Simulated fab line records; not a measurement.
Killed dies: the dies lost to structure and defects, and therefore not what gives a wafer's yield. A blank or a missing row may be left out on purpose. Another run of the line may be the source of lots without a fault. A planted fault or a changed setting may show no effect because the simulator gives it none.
Which tool is to blame? + flow gf180mcu + 14 lots, 38 wafers sampled, at 2 steps of a route of 602

WHAT THE GAUGES READ, wafer by wafer
GF_V2_OVL_MEAS_15. Usual: for V2_OVL the level is 0 nm and the standard deviation is 5.8.
| lot  | measured     | on         | V2_OVL (nm) | flag |
|------|--------------|------------|-------------|------|
| L247 | day 20 17:29 | overlay-02 | 11 -1 8     |      |
| L250 | day 21 18:40 | overlay-02 | 9           |      |
| L252 | day 22 14:05 | overlay-01 | -6          |      |
| L253 | day 22 23:56 | overlay-02 | 3 2 3       |      |
| L255 | day 23 11:26 | overlay-02 | 1 0 1       |      |
| L258 | day 24 14:57 | overlay-02 | 3 6 7       |      |
| L259 | day 24 22:56 | overlay-01 | 4 2 -6      |      |
| L260 | day 25 08:32 | overlay-01 | 0 -4 2      |      |
| L261 | day 25 17:43 | overlay-01 | 2 -3 -10    |      |
| L263 | day 26 06:02 | overlay-01 | 4 1 -8      |      |
| L266 | day 26 22:50 | overlay-02 | 7 3 2       |      |
| L267 | day 27 05:44 | overlay-02 | -6 -4 -4    |      |
| L268 | day 27 16:27 | overlay-01 | 9 -5 -4     |      |
| L269 | day 28 01:00 | overlay-01 | 2 1 2       |      |

GF_M3_CD_MEAS_14: the cd target is 280 nm. Usual: cdNm reads 280.6 nm (standard deviation 1.3).
| lot  | measured     | on       | cdNm (nm)         | flag |
|------|--------------|----------|-------------------|------|
| L247 | day 21 19:55 | cdSem-01 | 279.4 281.1 281.0 |      |
| L250 | day 22 19:49 | cdSem-02 | 279.5             |      |
| L252 | day 23 14:22 | cdSem-02 | 279.3             |      |
| L253 | day 23 23:58 | cdSem-02 | 280.4 279.3 279.3 |      |
| L255 | day 24 10:37 | cdSem-02 | 280.7 279.9 280.8 |      |
| L258 | day 25 13:41 | cdSem-02 | 279.4 279.5 280.8 |      |
| L259 | day 25 22:16 | cdSem-02 | 283.6 282.0 282.2 |      |
| L260 | day 26 07:16 | cdSem-01 | 281.8 282.3 281.6 |      |
| L261 | day 26 16:41 | cdSem-02 | 281.8 281.7 281.0 |      |
| L263 | day 27 04:17 | cdSem-01 | 280.9 280.1 281.6 |      |
| L266 | day 27 21:23 | cdSem-01 | 281.4 280.4 280.6 |      |
| L267 | day 28 03:31 | cdSem-02 | 277.8 278.5 278.8 |      |
| L268 | day 28 13:58 | cdSem-01 | 283.6 283.0 282.5 |      |
| L269 | day 28 21:23 | cdSem-01 | 280.1 281.1 280.9 |      |

EACH LOT AND THE TOOL THAT RAN IT (in order: tool; ch and the chambers of the sampled wafers; start)
Record: no process step prior to these readings.

AS READ BY THE TOOLS THEMSELVES (means over the sampled wafers that have a number; for cases with no such wafer, the mark the record gives instead)
The record holds no such reading with a usual standard deviation.

THE ANSWER, worked out from the rows above alone
Rule: a lot is off if the mean of its wafers that have a number lies more than 3 standard deviations from the usual mean. Also off: a lot with no number at a reading for which 4 or more lots have one. Any other lot the step has rows for is counted as sound. The gauges are gone through in route order, then the tools' own readings, and for those a lot's mean is taken as printed above. At the first step where some lot is off, the reading lying furthest off is the one used; lots without a number count as furthest.
Across all readings shown, no lot is off: no conclusion can be drawn from this.

WHAT THE SIMULATOR HAD PUT IN
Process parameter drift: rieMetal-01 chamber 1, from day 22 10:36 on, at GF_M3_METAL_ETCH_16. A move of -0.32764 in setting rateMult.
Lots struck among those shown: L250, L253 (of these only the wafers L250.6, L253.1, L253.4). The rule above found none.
